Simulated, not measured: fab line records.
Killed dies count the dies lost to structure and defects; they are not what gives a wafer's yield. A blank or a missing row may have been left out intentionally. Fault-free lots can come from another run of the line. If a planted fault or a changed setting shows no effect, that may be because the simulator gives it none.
fab line records	flow sky130
[record] lots = 6	wafers = 18	last-day = 49
route steps=708 shown FIELD_ISO@8 PAD_OPEN@708
lots untouched by any fault: they come from a run of this same line in which no faults occurred
start-h: the number of hours between the record's first day and the start of the first shown wafer of the lot	wait-h: time in hours since the lot's previous step	" the same as in the row above	L1.1+2: one row covering several wafers at once	- no value, or no start given	* or withheld: withheld	< > ~ a bound
route shown NAME@n: NAME is a module with steps in the file, n the number in the route of the first one	usual: mean/standard deviation of fault-free wafers	same: alike in all rows	chamber/n: place in a boat	sites: the reading at each site	_std_site: how widely they spread, as a standard deviation	_edge_site: the outer-site mean with the inner-site mean subtracted	radius-mm: for every site, how far away it sits from the centre of the wafer	mask NAME#n: copy n	behind: the most recent tool/chamber to have shaped the wafer	hold: why the lot went on hold/how many hours it stayed there/how the hold came to an end	device: the n, p or np transistor that did not switch	end of line: tests run on the same wafers once the route is complete	where a step has no rows: the recipe by itself	killed: not the wafer's yield, but the dies lost to structure and defects at the first sort	map: dies across one wafer; x = killed, . = not, _ = none there
set.NAME: the setting that was run; set.NAME@STEP: the one run at that earlier step	model.NAME: the simulator's own value behind a step, which no gauge read
a table for each step, a row for each wafer; lots at some steps of the route
services: the hour from which a tool's chamber was out of use, counted from the record's first day as start-h (under 0 if before that day), plus the number of hours and why
[[steps]]
[step SKY_FIELD_ISO_COAT_07]
[recipe] resist = BARC	temp-c = withheld	time-s = withheld	spin-rpm = 3000	resist-thk-nm = 60
[step SKY_FIELD_ISO_COAT_08]
[recipe] resist = KrF-thick	spin-rpm = 3000	resist-thk-nm = 450
[step SKY_FIELD_ISO_SOFTBAKE_09]
[recipe] temp-c = 100	time-s = 90	resist = KrF-thick
[step SKY_FIELD_ISO_EXPOSE_10]
[recipe] mask-id = FOM	na = 0.68	source-shape = annular	sigma-inner = 0.4	sigma-outer = 0.8	target-cd-nm = 150	dose-mj = 28
[step SKY_FIELD_ISO_PEB_11]
[recipe] peb-temp-c = withheld	peb-time-s = withheld	resist = KrF-thick
[step SKY_FIELD_ISO_DEVELOP_12]
[recipe] develop-time-s = 57.78	resist = KrF-thick	dev-temp-c = 21
[step SKY_FIELD_ISO_CD_MEAS_13]
[recipe] target-cd-nm = 150
[usual] cd-nm = 150.0/1.4
lot.wafer	tool	chamber	start-h	wait-h	cd-nm
L974.2	cd-sem-01	-	34.01	-	149.2
L974.5	"	-	"	"	150.8
L974.6	"	-	"	"	150.3
L983.1	cd-sem-02	-	80.86	-	150.9
L983.2	"	-	"	"	150.0
L983.5	"	-	"	"	149.8
L984.1	cd-sem-02	-	85.71	-	148.7
L984.2	"	-	"	"	149.7
L984.4	"	-	"	"	149.7
L986.1	cd-sem-01	-	95.56	-	149.1
L986.3	"	-	"	"	150.0
L986.4	"	-	"	"	150.9
L987.3	cd-sem-02	-	102.55	-	150.2
L987.5	"	-	"	"	149.5
L987.6	"	-	"	"	150.0
L993.1	cd-sem-01	-	133.26	-	147.0
L993.3	"	-	"	"	147.2
L993.6	"	-	"	"	148.3
[step SKY_FIELD_ISO_ETCH_14]
[recipe] chemistry = N2/H2	target = BARC	ion-energy-ev = 200	source-w = 500	bias-w = 100	pressure-mtorr = 30	n2-flow-sccm = 100	h2-flow-sccm = 200	stop-on = SiO2	time-s = 45.9	target-depth-a = 600
[usual] drypump-motor-current-A = 5.6/0.39	n2-flow-sccm = 99.97/0.3	oes-product-au = 0.854/0.0046	throttle-valve-pct = 13.225/0.0088
lot.wafer	tool	chamber	start-h	wait-h	drypump-motor-current-A	n2-flow-sccm	oes-product-au	rf-hours-counter-h	throttle-valve-pct
L974.2	rie-diel-03	3	34.11	0.1	6.2	100.02	0.856	19	13.230
L974.5	"	0	"	"	5.6	99.99	0.855	-	13.232
L974.6	"	1	"	"	5.2	100.02	0.857	-	13.224
L983.1	rie-diel-01	3	80.98	0.1	5.4	99.75	0.853	131	13.214
L983.2	"	0	"	"	5.5	99.97	0.854	97	13.228
L983.5	"	1	"	"	5.7	99.76	0.858	-	13.222
L984.1	rie-diel-03	3	85.83	0.1	6.2	99.70	0.865	20	13.213
L984.2	"	2	"	"	5.8	100.02	0.853	134	13.228
L984.4	"	0	"	"	5.6	100.07	0.848	22	13.226
L986.1	rie-diel-03	3	95.68	0.1	6.2	100.40	0.849	20	13.223
L986.3	"	0	"	"	5.6	99.26	0.856	22	13.244
L986.4	"	1	"	"	5.2	99.82	0.847	127	13.229
L987.3	rie-diel-04	3	102.63	0.1	5.3	99.79	0.854	1	13.240
L987.5	"	0	"	"	4.9	99.79	0.862	-	13.222
L987.6	"	3	"	"	5.3	99.92	0.856	-	13.218
L993.1	rie-diel-04	0	133.38	0.1	4.9	99.58	0.853	2	13.232
L993.3	"	2	"	"	6.4	100.04	0.860	1	13.215
L993.6	"	2	"	"	6.4	100.06	0.851	-	13.207
[step SKY_FIELD_ISO_ETCH_15]
[recipe] chemistry = CHF3/O2	target-depth-nm = 180	stop-on = Si	source-w = 600	bias-w = 200	pressure-mtorr = 40	chf3-flow-sccm = 50	O2_flow_sccm = 5	time-s = 72
[usual] drypump-motor-current-A = 5.6/0.39	oes-product-au = 0.925/0.0071	throttle-valve-pct = 8.837/0.0087
lot.wafer	tool	chamber	start-h	wait-h	drypump-motor-current-A	oes-product-au	rf-hours-counter-h	throttle-valve-pct
L974.2	rie-diel-03	3	34.15	0.0	6.1	0.923	19	8.836
L974.5	"	0	"	"	5.7	0.934	-	8.837
L974.6	"	1	"	"	5.2	0.931	-	8.828
L983.1	rie-diel-01	3	81.02	0.0	5.3	0.923	131	8.839
L983.2	"	0	"	"	5.5	0.915	97	8.824
L983.5	"	1	"	"	5.7	0.924	-	8.832
L984.1	rie-diel-03	3	85.87	0.0	6.2	0.928	20	8.826
L984.2	"	2	"	"	5.8	0.927	134	8.832
L984.4	"	0	"	"	5.6	0.937	22	8.843
L986.1	rie-diel-03	3	95.72	0.0	6.2	0.932	20	8.825
L986.3	"	0	"	"	5.6	0.941	22	8.846
L986.4	"	1	"	"	5.2	0.934	127	8.841
L987.3	rie-diel-04	3	102.68	0.0	5.3	0.916	1	8.843
L987.5	"	0	"	"	4.9	0.922	-	8.829
L987.6	"	3	"	"	5.3	0.924	-	8.821
L993.1	rie-diel-04	0	133.43	0.0	4.9	0.931	2	8.837
L993.3	"	2	"	"	6.4	0.919	1	8.840
L993.6	"	2	"	"	6.4	0.921	-	8.837
[step SKY_FIELD_ISO_STRIP_16]
[recipe] chemistry = O2/N2	power-w = 1400	pressure-mtorr = 1500	platen-temp-c = withheld	o2-flow-sccm = 3000	n2-flow-sccm = 300	overash-fraction = 0.5
[usual] drypump-motor-current-A = 5.7/0.43	n2-flow-sccm = 300.0/0.85	oes-product-au = 0.378/0.0047	strip-time-to-endpoint-s = 3.56/0.045
lot.wafer	tool	chamber	start-h	wait-h	drypump-motor-current-A	n2-flow-sccm	oes-product-au	rf-hours-counter-h	strip-time-to-endpoint-s
L974.2	plasma-asher-04	0	34.21	0.0	5.9	301.1	0.380	22	3.48
L974.5	"	0	"	"	5.9	299.3	0.375	-	3.50
L974.6	"	1	"	"	6.2	300.2	0.379	-	3.54
L983.1	plasma-asher-03	0	81.08	0.0	5.6	299.6	0.380	40	3.52
L983.2	"	1	"	"	5.3	299.2	0.380	40	3.55
L983.5	"	0	"	"	5.6	299.1	0.382	-	3.56
L984.1	plasma-asher-02	1	85.92	0.0	4.9	298.8	0.370	40	3.54
L984.2	"	0	"	"	5.5	300.1	0.384	40	3.66
L984.4	"	1	"	"	4.9	299.2	0.386	-	3.57
L986.1	plasma-asher-02	1	95.77	0.0	4.9	299.8	0.384	41	3.53
L986.3	"	1	"	"	4.9	298.7	0.382	-	3.52
L986.4	"	0	"	"	5.5	299.5	0.376	-	3.58
L987.3	plasma-asher-04	0	102.77	0.1	5.9	299.7	0.384	-	3.57
L987.5	"	0	"	"	5.9	299.7	0.377	-	3.56
L987.6	"	1	"	"	6.2	300.7	0.380	-	3.52
L993.1	plasma-asher-03	0	133.48	0.0	5.5	300.0	0.378	45	3.52
L993.3	"	0	"	"	5.6	301.6	0.383	-	3.61
L993.6	"	0	"	"	5.5	301.0	0.377	-	3.62
[step SKY_FIELD_ISO_ETCH_17]
[recipe] target-depth-a = 3420	mask-material = Si3N4	chemistry = HBr/Cl2/O2	target = Si	taper-deg = 5	icp-w = 600	bias-w = 150	pressure-mtorr = 15	HBr_flow_sccm = 150	Cl2_flow_sccm = 40	O2_flow_sccm = 6	time-s = 97.7
[usual] drypump-motor-current-A = 5.6/0.38	oes-product-au = 0.999/0.015	throttle-valve-pct = 25.657/0.013
lot.wafer	tool	chamber	start-h	wait-h	drypump-motor-current-A	oes-product-au	rf-hours-counter-h	throttle-valve-pct
L974.2	rie-si-02	0	34.31	0.1	5.4	0.984	159	25.658
L974.5	"	1	"	"	6.4	0.996	-	25.658
L974.6	"	2	"	"	6.1	1.000	-	25.663
L983.1	rie-si-02	0	81.18	0.1	5.4	0.992	0	25.662
L983.2	"	3	"	"	5.2	0.967	2	25.673
L983.5	"	2	"	"	6.1	0.987	-	25.647
L984.1	rie-si-01	3	86.02	0.1	5.9	1.015	2	25.644
L984.2	"	2	"	"	5.2	1.014	102	25.648
L984.4	"	1	"	"	5.6	1.010	120	25.651
L986.1	rie-si-02	2	95.87	0.1	6.1	0.985	87	25.654
L986.3	"	3	"	"	5.1	0.981	3	25.666
L986.4	"	2	"	"	6.1	1.003	-	25.651
L987.3	rie-si-02	2	102.83	0.0	6.1	0.998	87	25.649
L987.5	"	2	"	"	6.1	0.995	-	25.655
L987.6	"	0	"	"	5.6	0.988	-	25.671
L993.1	rie-si-01	2	133.58	0.1	5.2	1.007	102	25.644
L993.3	"	3	"	"	6.0	1.022	2	25.641
L993.6	"	0	"	"	5.4	0.988	-	25.654
[step SKY_FIELD_ISO_WET_ETCH_18]
[recipe] chemistry = H3PO4	target-depth-nm = 25	temp-c = 160	target = Si3N4	time-s = 286
[step SKY_FIELD_ISO_CLEAN_19]
[recipe] chemistry = SC1/SC2	mix = 1:4:20	temp-c = 70	time-s = 150
[usual] run-length-s = 178/3.8
lot.wafer	tool	chamber	start-h	wait-h	run-length-s
L974.2	wet-bench-01	2	34.47	0.0	176
L974.5	"	2	"	"	176
L974.6	"	2	"	"	176
L983.1	wet-bench-04	3	81.33	0.0	156
L983.2	"	3	"	"	156
L983.5	"	3	"	"	156
L984.1	wet-bench-04	1	86.19	0.0	156
L984.2	"	1	"	"	156
L984.4	"	1	"	"	156
L986.1	wet-bench-03	0	96.03	0.0	177
L986.3	"	0	"	"	177
L986.4	"	0	"	"	177
L987.3	wet-bench-03	1	103.08	0.0	175
L987.5	"	1	"	"	175
L987.6	"	1	"	"	175
L993.1	wet-bench-01	3	133.74	0.0	178
L993.3	"	3	"	"	178
L993.6	"	3	"	"	178
[step SKY_FIELD_ISO_CLEAN_20]
[recipe] chemistry = dHF	time-s = 20	dilution = 100:1
[step SKY_PAD_OPEN_PROBE_99]
[usual] killed_at_M0_to_M3 = 43/7.3	killed_at_M4_up = 3.5/2.2	killed-at-contacts = 24/5.3	killed-at-front-end = 15/4.2	killed-at-other = 0.3/0.67	killed-dies = 86/9.8	killed-open = 47/7.2	killed-short = 39/6.5
[same] gross-dies = 492	killed-at-back-side = 0
lot.wafer	tool	chamber	start-h	wait-h	killed_at_M0_to_M3	killed_at_M4_up	killed-at-contacts	killed-at-front-end	killed-at-other	killed-dies	killed-open	killed-short
L974.2	prober-02	-	1077.07	0.1	36	5	20	15	2	78	42	36
L974.5	prober-02	-	1077.22	0.2	43	2	35	15	0	95	54	41
L974.6	prober-02	-	1077.27	0.2	43	5	23	12	0	83	44	39
L983.1	prober-02	-	1154.11	0.1	43	3	27	11	0	84	53	31
L983.2	prober-02	-	1154.16	0.1	51	10	25	16	1	103	55	48
L983.5	prober-02	-	1154.31	0.2	54	2	27	13	0	96	54	41
L986.1	prober-02	-	1158.61	0.1	44	3	31	19	0	97	46	51
L986.3	prober-02	-	1158.71	0.2	47	2	32	15	0	96	45	51
L986.4	prober-02	-	1158.76	0.2	38	3	17	10	0	68	36	32
// killed by level:class
L974.2 VIA1:geometric-particle:open=9 VIA3:geometric-particle:open=7 LI_CONTACT:geometric-particle:open=6 LOCAL_INTERCONNECT:geometric-particle:short=6 FIELD_ISO:geometric-particle:short=5 CONTACT:geometric-particle:open=5 METAL1:geometric-particle:short=4 METAL3:geometric-particle:short=4
L974.5 CONTACT:geometric-particle:open=12 VIA1:geometric-particle:open=11 LI_CONTACT:geometric-particle:open=8 CONTACT:geometric-particle:short=8 METAL1:geometric-particle:short=7 METAL1:geometric-particle:open=6 LOCAL_INTERCONNECT:geometric-particle:short=5 FIELD_ISO:geometric-particle:open=4
L974.6 VIA1:geometric-particle:open=13 CONTACT:geometric-particle:open=7 FIELD_ISO:geometric-particle:short=6 CONTACT:geometric-particle:short=6 VIA2:geometric-particle:open=6 METAL1:geometric-particle:short=5 VIA1:geometric-particle:short=5 LI_CONTACT:geometric-particle:open=4
L983.1 CONTACT:geometric-particle:open=12 VIA1:geometric-particle:short=8 VIA3:geometric-particle:open=8 LI_CONTACT:geometric-particle:open=7 VIA2:geometric-particle:open=6 VIA1:geometric-particle:open=6 METAL1:geometric-particle:short=5 FIELD_ISO:geometric-particle:open=3
L983.2 VIA1:geometric-particle:open=16 CONTACT:geometric-particle:open=10 METAL4:geometric-particle:short=8 VIA2:geometric-particle:open=6 METAL2:geometric-particle:short=6 CONTACT:geometric-particle:short=6 VIA1:geometric-particle:short=6 FIELD_ISO:geometric-particle:open=5
L983.5 VIA1:geometric-particle:open=13 VIA3:geometric-particle:open=9 LI_CONTACT:geometric-particle:open=8 CONTACT:geometric-particle:open=7 METAL1:geometric-particle:short=7 VIA2:geometric-particle:open=6 METAL2:geometric-particle:short=6 CONTACT:geometric-particle:short=5
L986.1 CONTACT:geometric-particle:open=10 VIA1:geometric-particle:open=9 METAL2:geometric-particle:short=9 LI_CONTACT:geometric-particle:open=8 METAL1:geometric-particle:short=7 CONTACT:geometric-particle:short=7 VIA3:geometric-particle:open=7 FIELD_ISO:geometric-particle:short=6
L986.3 VIA2:geometric-particle:open=10 VIA1:geometric-particle:open=9 LI_CONTACT:geometric-particle:open=7 LOCAL_INTERCONNECT:geometric-particle:short=7 CONTACT:geometric-particle:short=7 METAL2:geometric-particle:short=7 POLY_GATE:geometric-particle:short=5 LI_CONTACT:geometric-particle:short=5
L986.4 VIA3:geometric-particle:open=10 LI_CONTACT:geometric-particle:open=7 METAL1:geometric-particle:short=6 VIA2:geometric-particle:open=6 METAL2:geometric-particle:short=6 FIELD_ISO:geometric-particle:open=4 VIA2:geometric-particle:short=4 METAL4:geometric-particle:short=3
[[services]]
tool	chamber	start-h	hours	kind
rie-diel-04	0	18.99	-	clean
rie-diel-04	0	18.99	12.0	scheduled-down
rie-diel-04	0	18.99	12.0	vent-cycle
rie-si-02	0	44.39	-	clean
rie-si-02	0	44.39	15.8	scheduled-down
rie-si-02	0	44.39	15.8	vent-cycle
plasma-asher-03	-	44.88	9.9	repair
wet-bench-04	-	49.42	2.1	repair
plasma-asher-02	-	52.89	3.3	repair
rie-diel-04	3	63.44	-	clean
rie-diel-04	3	63.44	16.7	scheduled-down
rie-diel-04	3	63.44	16.7	vent-cycle
rie-diel-01	0	69.83	2.0	repair
rie-diel-04	2	87.63	-	clean
rie-diel-04	2	87.63	21.9	scheduled-down
rie-diel-04	2	87.63	21.9	vent-cycle
rie-si-02	1	95.45	8.2	repair
rie-diel-01	3	98.08	3.7	repair
wet-bench-01	-	102.90	13.1	repair
rie-si-02	1	103.67	-	clean
rie-si-02	1	103.67	26.8	scheduled-down
rie-si-02	1	103.67	26.8	vent-cycle
plasma-asher-04	-	122.35	0.3	repair
[[key]]
[first-sign] step = SKY_FIELD_ISO_CLEAN_19	reading = run-length-s	direction = down	sigmas = 5.8	usual = *	struck = *
effect none on later readings
met-at SKY_FIELD_ISO_CLEAN_19
struck-wafers L983.1,L983.2,L983.5,L984.1,L984.2,L984.4
tester-left-out L983,L984
[fault] kind = process-parameter-drift	tool = wet-bench-04	chamber = -	onset-h = 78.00	steps = SKY_FIELD_ISO_CLEAN_19	channel = time-s	offset = *	shape = step	end-h = 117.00	acts-in = *	stated = *
// tester-left-out: of these lots the tester's yield and bins aren't shown, on N5 and GAA mostly nor the transistor test; their killed dies are dies lost to structure and defects alone, not to doping, threshold or leakage, so they don't give the yield
